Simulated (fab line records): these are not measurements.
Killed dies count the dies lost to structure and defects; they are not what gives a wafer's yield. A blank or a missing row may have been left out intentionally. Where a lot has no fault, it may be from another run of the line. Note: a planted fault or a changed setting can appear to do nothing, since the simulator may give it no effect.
fab line records	flow sky130
record: lots: 12	wafers: 36	last_day: 50
route steps=708 shown FIELD_ISO@3 NWELL@33 PAD_OPEN@708
lots that met no fault: taken from a fault-free run of the same line
start_h: start of the lot's first displayed wafer, in hours after the record's first day	wait_h: how many hours have passed since the lot's step before this one	" as in the row above	L1.1+2: a single row standing in for several wafers	- no value, or no start given	* or withheld: withheld	< > ~ a bound
route shown NAME@n: a module of which the file shows steps, and the number in the route of the first	usual: mean/standard deviation of fault-free wafers	same: alike in all rows	chamber/n: place in a boat	sites: per-site readings	_std_site: the values' standard deviation	_edge_site: inner sites' mean taken away from outer sites' mean	radius_mm: for every site, how far away it sits from the centre of the wafer	mask NAME#n: copy n	behind: the most recent tool/chamber to have shaped the wafer	hold: the reason the lot was held/the length of the hold in hours/how it ended	device: transistor that didn't switch, given as n, p or np	end of line: the tests these same wafers got at the end of their route	a step with no rows: only its recipe	killed: count of dies lost to structure and defects at first sort (not the wafer's yield)	map: shows each die of a wafer: x if killed, . if not, _ if none is there
set.NAME: the run value of the setting; set.NAME@STEP: its run value at that earlier step	model.NAME: the simulator's own value behind a step, which no gauge read
a sample of lots followed through the steps of the route, with each step as a table and each wafer as a row
services: the hour from which a tool's chamber was out of use, counted from the record's first day as start_h (under 0 if before that day), plus the number of hours and why
== steps ==
step: SKY_FIELD_ISO_THK_MEAS_02
recipe: reads: SiO2_of_FIELD_ISO_OXIDATION_01
usual: FIELD_ISO_OXIDATION_00_THK: 12.21/0.25
lot.wafer	tool	chamber	start_h	wait_h	FIELD_ISO_OXIDATION_00_THK[nm]
L433.2	film_metro-04	-	18.50	0.0	12.35
L433.3	"	-	"	"	12.24
L433.6	"	-	"	"	12.43
L434.1	film_metro-03	-	24.53	0.0	11.89
L434.5	"	-	"	"	12.00
L434.6	"	-	"	"	11.67
L436.1	film_metro-03	-	33.36	0.0	12.13
L436.5	"	-	"	"	12.16
L436.6	"	-	"	"	12.11
L437.2	film_metro-04	-	36.66	0.0	12.49
L437.4	"	-	"	"	12.22
L437.6	"	-	"	"	12.17
L439.4	film_metro-03	-	46.66	0.0	12.09
L439.5	"	-	"	"	12.16
L439.6	"	-	"	"	11.94
L440.1	film_metro-02	-	51.90	0.0	12.25
L440.2	"	-	"	"	12.36
L440.3	"	-	"	"	12.43
L443.1	film_metro-02	-	66.63	0.0	12.53
L443.2	"	-	"	"	12.35
L443.4	"	-	"	"	12.27
L445.2	film_metro-04	-	76.64	0.0	12.52
L445.3	"	-	"	"	12.59
L445.6	"	-	"	"	12.58
L448.2	film_metro-03	-	92.43	0.0	12.04
L448.3	"	-	"	"	12.21
L448.5	"	-	"	"	11.99
L451.1	film_metro-04	-	106.83	0.0	12.52
L451.2	"	-	"	"	12.44
L451.4	"	-	"	"	12.47
L453.3	film_metro-02	-	117.37	0.0	12.24
L453.4	"	-	"	"	12.14
L453.6	"	-	"	"	12.21
L455.1	film_metro-03	-	128.60	0.0	12.65
L455.3	"	-	"	"	12.54
L455.4	"	-	"	"	12.53
step: SKY_FIELD_ISO_STRIP_16
recipe: chemistry: O2/N2	power_w: 1346	pressure_mtorr: 1500	platen_temp_c: withheld	o2_flow_sccm: 3000	n2_flow_sccm: 300	overash_fraction: 0.5
usual: drypump_motor_current_A: 5.3/0.31	oes_product_au: 0.377/0.0054	strip_time_to_endpoint_s: 3.66/0.045
lot.wafer	tool	chamber	start_h	wait_h	drypump_motor_current_A	oes_product_au	rf_hours_counter_h	strip_time_to_endpoint_s
L433.2	plasma_asher-01	1	36.22	0.1	4.9	0.379	22	3.68
L433.3	"	0	"	"	5.6	0.371	-	3.64
L433.6	"	0	"	"	5.6	0.377	-	3.64
L434.1	plasma_asher-02	1	42.22	0.0	5.2	0.383	36	3.73
L434.5	"	0	"	"	5.4	0.378	-	3.75
L434.6	"	1	"	"	5.2	0.374	-	3.66
L436.1	plasma_asher-02	0	50.37	0.0	5.4	0.382	37	3.64
L436.5	"	1	"	"	5.2	0.377	-	3.67
L436.6	"	0	"	"	5.4	0.395	-	3.68
L437.2	plasma_asher-01	1	55.47	0.0	4.9	0.379	24	3.72
L437.4	"	0	"	"	5.6	0.382	-	3.71
L437.6	"	1	"	"	4.9	0.371	-	3.68
L439.4	plasma_asher-01	0	64.30	0.1	5.6	0.372	-	3.63
L439.5	"	0	"	"	5.6	0.380	-	3.66
L439.6	"	1	"	"	4.9	0.377	-	3.69
L440.1	plasma_asher-02	1	71.37	0.1	5.2	0.374	39	3.67
L440.2	"	0	"	"	5.4	0.369	39	3.62
L440.3	"	1	"	"	5.2	0.369	-	3.61
L443.1	plasma_asher-02	0	85.62	0.0	5.4	0.380	40	3.64
L443.2	"	1	"	"	5.2	0.378	40	3.57
L443.4	"	1	"	"	5.2	0.389	-	3.71
L445.2	plasma_asher-01	1	96.82	0.0	4.9	0.381	28	3.72
L445.3	"	1	"	"	4.9	0.377	-	3.74
L445.6	"	1	"	"	4.9	0.379	-	3.75
L448.2	plasma_asher-01	1	114.62	0.0	4.9	0.372	30	3.63
L448.3	"	0	"	"	5.6	0.368	-	3.59
L448.5	"	0	"	"	5.6	0.373	-	3.59
L451.1	plasma_asher-01	1	127.12	0.0	4.9	0.379	31	3.68
L451.2	"	0	"	"	5.5	0.373	31	3.65
L451.4	"	0	"	"	5.6	0.374	-	3.64
L453.3	plasma_asher-02	1	138.53	0.1	5.2	0.381	-	3.70
L453.4	"	0	"	"	5.4	0.385	-	3.66
L453.6	"	1	"	"	5.2	0.379	-	3.72
L455.1	plasma_asher-01	1	150.27	0.0	4.9	0.368	34	3.63
L455.3	"	1	"	"	4.9	0.369	-	3.63
L455.4	"	0	"	"	5.6	0.369	-	3.63
step: SKY_FIELD_ISO_THK_MEAS_25
recipe: reads: SiO2_of_FIELD_ISO_CVD_24
usual: FIELD_ISO_CVD_24_THK: 592/6.8
lot.wafer	tool	chamber	start_h	wait_h	FIELD_ISO_CVD_24_THK[nm]
L433.2	film_metro-02	-	37.97	0.0	588
L433.3	"	-	"	"	595
L433.6	"	-	"	"	590
L434.1	film_metro-04	-	44.58	0.0	589
L434.5	"	-	"	"	590
L434.6	"	-	"	"	589
L436.1	film_metro-02	-	52.66	0.0	596
L436.5	"	-	"	"	602
L436.6	"	-	"	"	600
L437.2	film_metro-02	-	57.95	0.0	592
L437.4	"	-	"	"	592
L437.6	"	-	"	"	585
L439.4	film_metro-03	-	66.10	0.0	587
L439.5	"	-	"	"	595
L439.6	"	-	"	"	592
L440.1	film_metro-03	-	73.14	0.0	592
L440.2	"	-	"	"	588
L440.3	"	-	"	"	589
L443.1	film_metro-02	-	88.24	0.0	581
L443.2	"	-	"	"	593
L443.4	"	-	"	"	591
L445.2	film_metro-02	-	101.05	0.0	600
L445.3	"	-	"	"	596
L445.6	"	-	"	"	608
L448.2	film_metro-04	-	116.38	0.0	581
L448.3	"	-	"	"	581
L448.5	"	-	"	"	586
L451.1	film_metro-02	-	130.13	0.0	593
L451.2	"	-	"	"	605
L451.4	"	-	"	"	600
L453.3	film_metro-04	-	142.75	0.1	599
L453.4	"	-	"	"	592
L453.6	"	-	"	"	601
L455.1	film_metro-03	-	152.82	0.0	585
L455.3	"	-	"	"	586
L455.4	"	-	"	"	584
step: SKY_NWELL_OXIDATION_01
recipe: temp_c: 900	ambient: O2	stabilise_s: 600	purge_s: 300	target_thk_a: 100	ox_time_s: 1418
usual: spike_tc_bottom_C: 919/4.2	zone_power_upper_pct: 17.9/0.46
lot.wafer	tool	chamber	start_h	wait_h	spike_tc_bottom_C	zone_power_upper_pct
L433.2	furnace-02	0	41.89	1.5	915	18.6
L433.3	"	0	"	"	917	18.4
L433.6	"	0	"	"	916	18.4
L434.1	furnace-02	0	47.05	0.0	914	18.1
L434.5	"	0	"	"	916	18.0
L434.6	"	0	"	"	914	18.3
L436.1	furnace-02	0	55.75	0.0	915	18.3
L436.5	"	0	"	"	914	18.3
L436.6	"	0	"	"	914	18.3
L437.2	furnace-02	0	62.83	0.5	916	18.2
L437.4	"	0	"	"	914	18.1
L437.6	"	0	"	"	915	18.4
L439.4	furnace-02	0	69.10	0.0	912	18.4
L439.5	"	0	"	"	916	18.3
L439.6	"	0	"	"	915	18.3
L440.1	furnace-01	0	75.95	0.3	924	17.5
L440.2	"	0	"	"	923	17.6
L440.3	"	0	"	"	923	17.5
L440.1	furnace-02	0	77.81	0.5	914	18.2
L440.2	"	0	"	"	915	18.3
L440.3	"	0	"	"	914	18.7
L443.1	furnace-02	0	92.42	1.7	917	18.1
L443.2	"	0	"	"	916	18.5
L443.4	"	0	"	"	916	18.1
L443.1	furnace-01	0	94.13	0.3	924	17.6
L443.2	"	0	"	"	923	17.6
L443.4	"	0	"	"	925	17.4
L445.2	furnace-02	0	106.22	0.0	915	18.3
L445.3	"	0	"	"	915	18.0
L445.6	"	0	"	"	915	18.3
L448.2	furnace-01	0	121.86	2.1	923	17.5
L448.3	"	0	"	"	925	17.6
L448.5	"	0	"	"	922	17.3
L448.2	furnace-01	0	124.51	1.2	922	17.3
L448.3	"	0	"	"	924	17.3
L448.5	"	0	"	"	922	17.3
L451.1	furnace-02	0	135.10	1.3	916	18.2
L451.2	"	0	"	"	915	18.2
L451.4	"	0	"	"	915	18.0
L453.3	furnace-02	0	148.63	1.7	916	17.9
L453.4	"	0	"	"	915	18.3
L453.6	"	0	"	"	916	18.0
L455.1	furnace-01	0	156.63	0.1	922	17.5
L455.3	"	0	"	"	924	17.5
L455.4	"	0	"	"	923	17.2
step: SKY_NWELL_THK_MEAS_02
recipe: reads: SiO2_of_NWELL_OXIDATION_01
usual: NWELL_OXIDATION_THK: 9.94/0.21
lot.wafer	tool	chamber	start_h	wait_h	NWELL_OXIDATION_THK[nm]
L433.2	film_metro-04	-	43.29	0.0	9.93
L433.3	"	-	"	"	9.63
L433.6	"	-	"	"	9.79
L434.1	film_metro-01	-	48.45	0.0	9.88
L434.5	"	-	"	"	10.01
L434.6	"	-	"	"	9.87
L436.1	film_metro-03	-	57.14	0.0	9.88
L436.5	"	-	"	"	9.99
L436.6	"	-	"	"	9.94
L437.2	film_metro-01	-	64.24	0.0	9.94
L437.4	"	-	"	"	9.76
L437.6	"	-	"	"	9.70
L439.4	film_metro-01	-	70.52	0.0	10.19
L439.5	"	-	"	"	10.23
L439.6	"	-	"	"	10.44
L440.1	film_metro-04	-	79.20	0.0	15.89
L440.2	"	-	"	"	15.74
L440.3	"	-	"	"	15.79
L440.1	film_metro-04	-	79.43	0.2	15.85
L440.2	"	-	"	"	15.64
L440.3	"	-	"	"	15.77
L443.1	film_metro-04	-	95.64	0.1	15.78
L443.2	"	-	"	"	16.22
L443.4	"	-	"	"	16.05
L443.1	film_metro-04	-	95.86	0.2	15.77
L443.2	"	-	"	"	16.24
L443.4	"	-	"	"	16.01
L445.2	film_metro-04	-	107.63	0.0	10.02
L445.3	"	-	"	"	10.16
L445.6	"	-	"	"	10.10
L448.2	film_metro-04	-	125.91	0.0	16.19
L448.3	"	-	"	"	15.87
L448.5	"	-	"	"	16.06
L448.2	film_metro-04	-	126.14	0.2	16.14
L448.3	"	-	"	"	15.90
L448.5	"	-	"	"	16.12
L451.1	film_metro-01	-	136.50	0.0	9.95
L451.2	"	-	"	"	9.70
L451.4	"	-	"	"	9.76
L453.3	film_metro-01	-	150.04	0.0	9.94
L453.4	"	-	"	"	9.73
L453.6	"	-	"	"	9.82
L455.1	film_metro-04	-	158.03	0.0	10.30
L455.3	"	-	"	"	10.25
L455.4	"	-	"	"	10.08
step: SKY_PAD_OPEN_PROBE_99
usual: killed_at_M0_to_M3: 44/7.1	killed_at_M4_up: 3.1/1.8	killed_at_contacts: 24/5.3	killed_at_front_end: 15/4.5	killed_at_other: 0.2/0.42	killed_dies: 86/9.6	killed_open: 46/6.9	killed_short: 40/6.4
same: gross_dies: 492	killed_at_back_side: 0
lot.wafer	tool	chamber	start_h	wait_h	killed_at_M0_to_M3	killed_at_M4_up	killed_at_contacts	killed_at_front_end	killed_at_other	killed_dies	killed_open	killed_short
L433.2	prober-02	-	1072.47	0.1	37	1	23	22	0	83	40	43
L433.3	prober-02	-	1072.52	0.2	52	2	19	13	0	86	53	33
L433.6	prober-02	-	1072.67	0.2	44	3	29	14	0	90	52	38
L434.1	prober-01	-	1083.24	0.1	53	3	23	11	1	91	48	43
L434.5	prober-01	-	1083.44	0.2	52	5	27	14	0	98	57	41
L434.6	prober-01	-	1083.49	0.2	42	3	17	25	0	87	56	31
L436.1	prober-01	-	1089.62	0.1	40	6	17	13	0	76	44	32
L436.5	prober-01	-	1089.82	0.2	34	2	22	17	1	76	41	35
L436.6	prober-01	-	1089.87	0.2	43	4	29	15	0	91	45	46
L437.2	prober-02	-	1097.88	0.1	39	4	23	11	0	77	40	37
L437.4	prober-02	-	1097.98	0.2	40	3	32	13	0	88	46	42
L437.6	prober-02	-	1098.08	0.2	42	4	24	10	0	80	40	40
L439.4	prober-02	-	1133.93	0.2	38	6	29	19	0	92	57	35
L439.5	prober-02	-	1133.98	0.2	42	2	20	24	1	89	42	47
L439.6	prober-02	-	1134.03	0.2	34	0	23	20	0	77	44	33
L440.1	prober-02	-	1136.20	0.1	42	3	21	16	0	82	41	41
L440.2	prober-02	-	1136.25	0.1	35	3	17	22	1	78	45	33
L440.3	prober-02	-	1136.30	0.2	34	7	30	9	0	80	44	36
L443.1	prober-02	-	1142.24	0.1	40	6	30	15	0	91	46	45
L443.2	prober-02	-	1142.29	0.1	53	5	20	11	0	89	50	39
L443.4	prober-02	-	1142.39	0.2	40	4	28	13	0	85	47	38
L445.2	prober-01	-	1148.88	0.1	51	1	25	17	0	94	57	37
L445.3	prober-01	-	1148.93	0.2	35	2	18	14	0	69	33	36
L445.6	prober-01	-	1149.08	0.2	27	4	15	21	0	67	42	25
L448.2	prober-01	-	1161.52	0.1	48	5	21	22	1	97	48	49
L448.3	prober-01	-	1161.57	0.2	49	6	20	19	0	94	52	42
L448.5	prober-01	-	1161.67	0.2	46	5	26	18	0	95	42	53
L453.3	prober-01	-	1196.93	0.2	46	4	34	12	0	96	54	42
L453.4	prober-01	-	1196.98	0.2	51	4	15	14	0	84	44	40
L453.6	prober-01	-	1197.08	0.2	38	6	29	16	0	89	49	40
L451.1	prober-01	-	1198.33	0.1	56	1	25	11	0	93	53	40
L451.2	prober-01	-	1198.38	0.1	37	2	22	10	0	71	45	26
L451.4	prober-01	-	1198.48	0.2	36	2	24	17	0	79	38	41
L455.1	prober-02	-	1198.35	0.1	51	4	28	21	1	105	54	51
L455.3	prober-02	-	1198.45	0.2	43	1	21	18	0	83	48	35
L455.4	prober-02	-	1198.50	0.2	34	4	33	13	0	84	39	45
killed by level:class
L433.2 VIA1:geometric_particle:open=10 LI_CONTACT:geometric_particle:open=8 VIA2:geometric_particle:open=7 POLY_GATE:geometric_particle:short=6 LOCAL_INTERCONNECT:geometric_particle:short=6 FIELD_ISO:geometric_particle:short=5 FIELD_ISO:geometric_particle:open=4 CONTACT:geometric_particle:short=4
L433.3 VIA1:geometric_particle:open=15 VIA3:geometric_particle:open=10 FIELD_ISO:geometric_particle:short=7 LI_CONTACT:geometric_particle:open=7 CONTACT:geometric_particle:open=7 VIA2:geometric_particle:open=7 METAL1:geometric_particle:short=6 VIA1:geometric_particle:short=4
L433.6 VIA1:geometric_particle:open=11 LI_CONTACT:geometric_particle:open=10 CONTACT:geometric_particle:open=7 METAL1:geometric_particle:short=6 VIA3:geometric_particle:open=6 CONTACT:geometric_particle:short=5 VIA1:geometric_particle:short=5 VIA2:geometric_particle:open=5
L434.1 VIA1:geometric_particle:open=18 LI_CONTACT:geometric_particle:open=10 VIA1:geometric_particle:short=7 METAL2:geometric_particle:short=7 CONTACT:geometric_particle:open=6 VIA2:geometric_particle:short=5 VIA3:geometric_particle:short=4 FIELD_ISO:geometric_particle:short=3
L434.5 VIA1:geometric_particle:open=14 LI_CONTACT:geometric_particle:open=11 CONTACT:geometric_particle:open=11 METAL1:geometric_particle:short=9 VIA1:geometric_particle:short=8 VIA3:geometric_particle:open=7 VIA2:geometric_particle:open=5 METAL2:geometric_particle:short=4
L434.6 VIA1:geometric_particle:open=11 LI_CONTACT:geometric_particle:open=9 VIA2:geometric_particle:open=8 POLY_GATE:geometric_particle:open=6 FIELD_ISO:geometric_particle:open=5 POLY_GATE:geometric_particle:short=4 VIA1:geometric_particle:short=4 METAL3:geometric_particle:short=4
L436.1 VIA1:geometric_particle:open=8 LI_CONTACT:geometric_particle:open=7 FIELD_ISO:geometric_particle:open=6 POLY_GATE:geometric_particle:short=6 VIA2:geometric_particle:open=6 METAL3:geometric_particle:short=5 CONTACT:geometric_particle:open=5 METAL2:geometric_particle:short=4
L436.5 CONTACT:geometric_particle:open=10 POLY_GATE:geometric_particle:short=7 VIA1:geometric_particle:open=7 VIA3:geometric_particle:open=7 METAL2:geometric_particle:short=6 CONTACT:geometric_particle:short=5 VIA2:geometric_particle:open=4 FIELD_ISO:geometric_particle:short=3
L436.6 CONTACT:geometric_particle:open=10 VIA1:geometric_particle:open=10 VIA1:geometric_particle:short=8 VIA2:geometric_particle:short=7 POLY_GATE:geometric_particle:short=6 LI_CONTACT:geometric_particle:open=6 CONTACT:geometric_particle:short=6 LI_CONTACT:geometric_particle:short=4
L437.2 CONTACT:geometric_particle:open=8 VIA3:geometric_particle:open=7 METAL1:geometric_particle:short=5 VIA1:geometric_particle:open=5 VIA2:geometric_particle:short=5 SPACER:geometric_particle:open=4 LI_CONTACT:geometric_particle:open=4 LI_CONTACT:geometric_particle:short=4
L437.4 CONTACT:geometric_particle:open=10 CONTACT:geometric_particle:short=9 VIA3:geometric_particle:open=9 VIA1:geometric_particle:open=9 LI_CONTACT:geometric_particle:open=7 METAL2:geometric_particle:short=4 VIA2:geometric_particle:short=4 VIA2:geometric_particle:open=4
L437.6 VIA1:geometric_particle:open=10 LI_CONTACT:geometric_particle:open=7 VIA3:geometric_particle:open=5 CONTACT:geometric_particle:short=5 LOCAL_INTERCONNECT:geometric_particle:short=5 CONTACT:geometric_particle:open=5 VIA1:geometric_particle:short=5 VIA2:geometric_particle:short=4
L439.4 CONTACT:geometric_particle:open=12 LI_CONTACT:geometric_particle:open=11 POLY_GATE:geometric_particle:short=9 VIA3:geometric_particle:open=8 VIA1:geometric_particle:open=7 FIELD_ISO:geometric_particle:open=6 METAL1:geometric_particle:short=5 VIA2:geometric_particle:open=5
L439.5 VIA1:geometric_particle:open=8 LI_CONTACT:geometric_particle:open=7 POLY_GATE:geometric_particle:short=6 POLY_GATE:geometric_particle:open=6 VIA1:geometric_particle:short=6 CONTACT:geometric_particle:short=5 VIA3:geometric_particle:open=5 VIA2:geometric_particle:open=5
L439.6 LI_CONTACT:geometric_particle:open=7 FIELD_ISO:geometric_particle:open=6 VIA3:geometric_particle:open=6 CONTACT:geometric_particle:open=6 VIA1:geometric_particle:open=6 CONTACT:geometric_particle:short=5 POLY_GATE:geometric_particle:short=4 POLY_GATE:geometric_particle:open=4
L440.1 CONTACT:geometric_particle:open=9 VIA1:geometric_particle:open=8 FIELD_ISO:geometric_particle:short=7 LI_CONTACT:geometric_particle:open=6 VIA3:geometric_particle:open=6 METAL2:geometric_particle:short=5 METAL1:geometric_particle:short=5 POLY_GATE:geometric_particle:short=4
L440.2 CONTACT:geometric_particle:open=8 FIELD_ISO:geometric_particle:open=7 POLY_GATE:geometric_particle:open=7 FIELD_ISO:geometric_particle:short=6 VIA1:geometric_particle:open=6 VIA2:geometric_particle:open=5 VIA1:geometric_particle:short=5 METAL2:geometric_particle:short=4
L440.3 CONTACT:geometric_particle:open=10 LI_CONTACT:geometric_particle:open=8 LOCAL_INTERCONNECT:geometric_particle:short=6 VIA1:geometric_particle:open=6 VIA2:geometric_particle:open=6 METAL1:geometric_particle:short=5 VIA3:geometric_particle:open=5 METAL4:geometric_particle:short=5
L443.1 LOCAL_INTERCONNECT:geometric_particle:short=9 CONTACT:geometric_particle:open=9 VIA1:geometric_particle:open=9 VIA2:geometric_particle:open=8 FIELD_ISO:geometric_particle:short=7 VIA3:geometric_particle:open=6 LI_CONTACT:geometric_particle:open=5 CONTACT:geometric_particle:short=5
L443.2 VIA1:geometric_particle:open=15 VIA3:geometric_particle:open=10 VIA1:geometric_particle:short=7 CONTACT:geometric_particle:short=6 METAL2:geometric_particle:short=6 CONTACT:geometric_particle:open=5 VIA2:geometric_particle:open=4 POLY_GATE:geometric_particle:open=3
L443.4 LI_CONTACT:geometric_particle:open=9 METAL1:geometric_particle:short=7 VIA2:geometric_particle:open=7 VIA1:geometric_particle:open=7 METAL2:geometric_particle:short=6 VIA3:geometric_particle:open=6 CONTACT:geometric_particle:short=6 CONTACT:geometric_particle:open=6
L445.2 VIA1:geometric_particle:open=15 CONTACT:geometric_particle:open=10 LI_CONTACT:geometric_particle:open=9 VIA2:geometric_particle:open=9 VIA1:geometric_particle:short=8 METAL2:geometric_particle:short=7 POLY_GATE:geometric_particle:short=6 FIELD_ISO:geometric_particle:open=5
L445.3 LI_CONTACT:geometric_particle:open=8 VIA1:geometric_particle:short=7 FIELD_ISO:geometric_particle:short=5 VIA1:geometric_particle:open=5 VIA2:geometric_particle:open=5 VIA2:geometric_particle:short=5 FIELD_ISO:geometric_particle:open=4 METAL2:geometric_particle:short=4
L445.6 VIA1:geometric_particle:open=8 LI_CONTACT:geometric_particle:open=6 FIELD_ISO:geometric_particle:open=5 POLY_GATE:geometric_particle:open=5 POLY_GATE:geometric_particle:short=5 CONTACT:geometric_particle:open=5 METAL2:geometric_particle:short=4 VIA2:geometric_particle:open=4
L448.2 VIA3:geometric_particle:open=10 FIELD_ISO:geometric_particle:open=8 VIA1:geometric_particle:open=7 CONTACT:geometric_particle:open=6 VIA2:geometric_particle:open=6 FIELD_ISO:geometric_particle:short=5 LI_CONTACT:geometric_particle:open=5 LOCAL_INTERCONNECT:geometric_particle:short=5
L448.3 LI_CONTACT:geometric_particle:open=9 VIA1:geometric_particle:short=9 VIA2:geometric_particle:open=9 VIA3:geometric_particle:open=9 CONTACT:geometric_particle:open=7 METAL1:geometric_particle:short=6 VIA1:geometric_particle:open=6 POLY_GATE:geometric_particle:short=5
L448.5 VIA1:geometric_particle:short=11 CONTACT:geometric_particle:open=10 VIA1:geometric_particle:open=6 CONTACT:geometric_particle:short=6 FIELD_ISO:geometric_particle:open=5 FIELD_ISO:geometric_particle:short=5 LI_CONTACT:geometric_particle:open=5 METAL2:geometric_particle:short=5
L453.3 CONTACT:geometric_particle:open=14 VIA2:geometric_particle:open=11 VIA1:geometric_particle:open=8 LI_CONTACT:geometric_particle:open=6 LOCAL_INTERCONNECT:geometric_particle:short=5 METAL2:geometric_particle:short=5 VIA3:geometric_particle:open=5 METAL1:geometric_particle:short=4
L453.4 METAL2:geometric_particle:short=10 VIA1:geometric_particle:open=9 VIA3:geometric_particle:open=7 VIA1:geometric_particle:short=6 CONTACT:geometric_particle:open=6 FIELD_ISO:geometric_particle:open=5 LI_CONTACT:geometric_particle:open=4 VIA2:geometric_particle:open=4
L453.6 VIA1:geometric_particle:open=15 LI_CONTACT:geometric_particle:open=9 LOCAL_INTERCONNECT:geometric_particle:short=6 CONTACT:geometric_particle:open=5 METAL2:geometric_particle:short=5 METAL4:geometric_particle:short=5 FIELD_ISO:geometric_particle:short=4 METAL1:geometric_particle:short=4
L451.1 VIA1:geometric_particle:open=13 VIA1:geometric_particle:short=9 LI_CONTACT:geometric_particle:open=8 VIA3:geometric_particle:open=8 VIA2:geometric_particle:open=7 CONTACT:geometric_particle:open=6 METAL1:geometric_particle:short=5 VIA3:geometric_particle:short=5
L455.1 VIA3:geometric_particle:open=10 VIA1:geometric_particle:open=9 POLY_GATE:geometric_particle:open=7 CONTACT:geometric_particle:open=7 CONTACT:geometric_particle:short=7 METAL2:geometric_particle:short=6 LI_CONTACT:geometric_particle:open=6 VIA2:geometric_particle:open=6
L451.2 VIA1:geometric_particle:open=15 LI_CONTACT:geometric_particle:open=9 CONTACT:geometric_particle:open=6 FIELD_ISO:geometric_particle:short=5 VIA3:geometric_particle:open=5 METAL1:geometric_particle:short=5 LOCAL_INTERCONNECT:geometric_particle:short=4 VIA1:geometric_particle:short=3
L455.3 CONTACT:geometric_particle:open=13 VIA1:geometric_particle:open=7 METAL2:geometric_particle:short=7 VIA3:geometric_particle:short=7 POLY_GATE:geometric_particle:open=5 VIA2:geometric_particle:open=5 VIA3:geometric_particle:open=5 METAL1:geometric_particle:short=4
L451.4 CONTACT:geometric_particle:open=10 FIELD_ISO:geometric_particle:short=6 VIA3:geometric_particle:open=6 LI_CONTACT:geometric_particle:open=5 METAL1:geometric_particle:short=5 METAL2:geometric_particle:short=5 VIA2:geometric_particle:short=5 POLY_GATE:geometric_particle:open=4
L455.4 CONTACT:geometric_particle:open=12 LI_CONTACT:geometric_particle:open=8 VIA1:geometric_particle:open=8 CONTACT:geometric_particle:short=6 VIA1:geometric_particle:short=6 METAL1:geometric_particle:short=5 LI_CONTACT:geometric_particle:short=4 VIA2:geometric_particle:open=4
== services ==
tool	chamber	start_h	hours	kind
furnace-02	-	25.61	4.1	repair
plasma_asher-01	-	27.78	0.8	repair
furnace-02	-	95.01	3.5	pm
plasma_asher-02	-	108.75	9.0	pm
plasma_asher-02	0	108.75	9.0	vent_cycle
plasma_asher-02	1	108.75	9.0	vent_cycle
plasma_asher-02	0	117.75	-	clean
plasma_asher-02	1	117.75	-	clean
furnace-01	-	119.13	2.7	pm
furnace-02	-	138.01	3.7	pm
plasma_asher-02	-	148.75	1.9	repair
== key ==
first_sign: step: SKY_NWELL_OXIDATION_01	reading: visit	direction: added
effect: step: SKY_NWELL_THK_MEAS_02	reading: visit	direction: added
effect: step: SKY_NWELL_THK_MEAS_02	reading: NWELL_OXIDATION_THK	direction: up	sigmas: 29	usual: 9.94	struck: 15.95
met_at SKY_NWELL_OXIDATION_01
struck_lots L440,L443,L448
tester_left_out L440,L443,L448
not_acting_at SKY_FIELD_ISO_THK_MEAS_02,SKY_FIELD_ISO_STRIP_16,SKY_FIELD_ISO_THK_MEAS_25
fault: kind: repeated_step_whole	tool: furnace-01,furnace-02	chamber: -	onset_h: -	steps: SKY_NWELL_OXIDATION_01	times: 1	scope: struck_lots_only
tester_left_out: of these lots the tester's yield and bins aren't shown, on N5 and GAA mostly nor the transistor test; their killed dies are dies lost to structure and defects alone, not to doping, threshold or leakage, so they don't give the yield
